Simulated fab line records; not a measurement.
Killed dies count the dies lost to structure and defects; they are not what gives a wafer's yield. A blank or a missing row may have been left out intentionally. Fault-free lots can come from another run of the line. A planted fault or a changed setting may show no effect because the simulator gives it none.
Problem report in the 8D (eight disciplines) form, filled by code + flow sky130 + the parts of the form that need people (team, actions taken, sign-off) are left out

== 1. PROBLEM STATEMENT ==
Mean VIA4_HDPCVD_THK at SKY_VIA4_THK_MEAS_01: 2776 nm over 6 wafers in 2 lots; fault-free wafers: 1747 nm, standard deviation 20. Measured from the usual mean, that is +51 standard deviations.
First observed at day 43 19:12: wafer L389.1, on film_metro-04. Wafers with a number at this step in the record: 36, from 12 lots. The rule behind "out" and "out of limits": a value lying over 4 standard deviations away from the usual mean. The other wafers with a number count as sound.

== 2. WHAT IT IS, AND WHAT IT ISN'T ==
| question                    | is                           | is not                                                                                                  |
|-----------------------------|------------------------------|---------------------------------------------------------------------------------------------------------|
| which readings at this step | VIA4_HDPCVD_THK              | -                                                                                                       |
| which lots                  | L389, L390                   | L383, L384, L386, L391, L393, L399, L400, L401, L402, L404                                              |
| which wafers of those lots  | all that have a number       | -                                                                                                       |
| read on which gauges        | film_metro-02, film_metro-04 | film_metro-03                                                                                           |
| when                        | from day 43 19:12            | up to then (9 sound wafers); but 21 sound wafers of L391, L393, L399, L400, L401, L402, L404 came after |

== 3. THE SUSPECTS, EACH WITH WHAT RULES IT OUT ==
Counting: a tool stays on the suspect list if, at a process step up to the reading, it processed all lots that are out and no sound lot following the first of them.
- the gauge at SKY_VIA4_THK_MEAS_01 is ruled out. 2 gauges (film_metro-02, film_metro-04) read the wafers that are out.
- hdpcvd-02 at SKY_VIA4_HDPCVD_00 (deposits SiO2, target thk 1750 nm, time 291.7 s): ruled out as a lasting fault. Following L389 (day 43 19:01), the first lot on it that is out, the sound lots L399, L400, L402, L404 were run on it.
Left after counting: nothing in the record.

== 4. THE CAUSE (what the simulator had put in) ==
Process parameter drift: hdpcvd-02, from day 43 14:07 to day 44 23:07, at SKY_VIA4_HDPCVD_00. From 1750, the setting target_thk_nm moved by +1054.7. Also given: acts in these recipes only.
Counting ruled it out, wrongly: the rule takes a fault to strike every lot that its tool runs from its start on, and this one did not.

== 5. SEQUENCE OF EFFECTS, ordered by route ==
Rows list readings where the struck wafers' mean (over those with a number) sits beyond 3 standard deviations from the usual. Readings are gone through only where the record gives a usual standard deviation; hours: the median, over the lots, of the time from a lot's start at the first step in this table giving one to that lot's start at this step; sigmas: the change measured in usual standard deviations.
| hours | step                 | reading         | usual   | on struck wafers | change | sigmas |
|-------|----------------------|-----------------|---------|------------------|--------|--------|
| 0     | SKY_VIA4_THK_MEAS_01 | VIA4_HDPCVD_THK | 1747 nm | 2776             | +1029  | +51    |

== 6. WHAT WOULD HAVE CAUGHT IT SOONER ==
In this record the first reading out of limits at a measuring or inspecting step was taken at day 43 19:12, 5 hours after the fault began at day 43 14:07.
Of the tool readings at SKY_VIA4_HDPCVD_00 for which the record gives a usual standard deviation, none was out on any struck wafer, so an alarm limit of 4 standard deviations on them would not have fired.
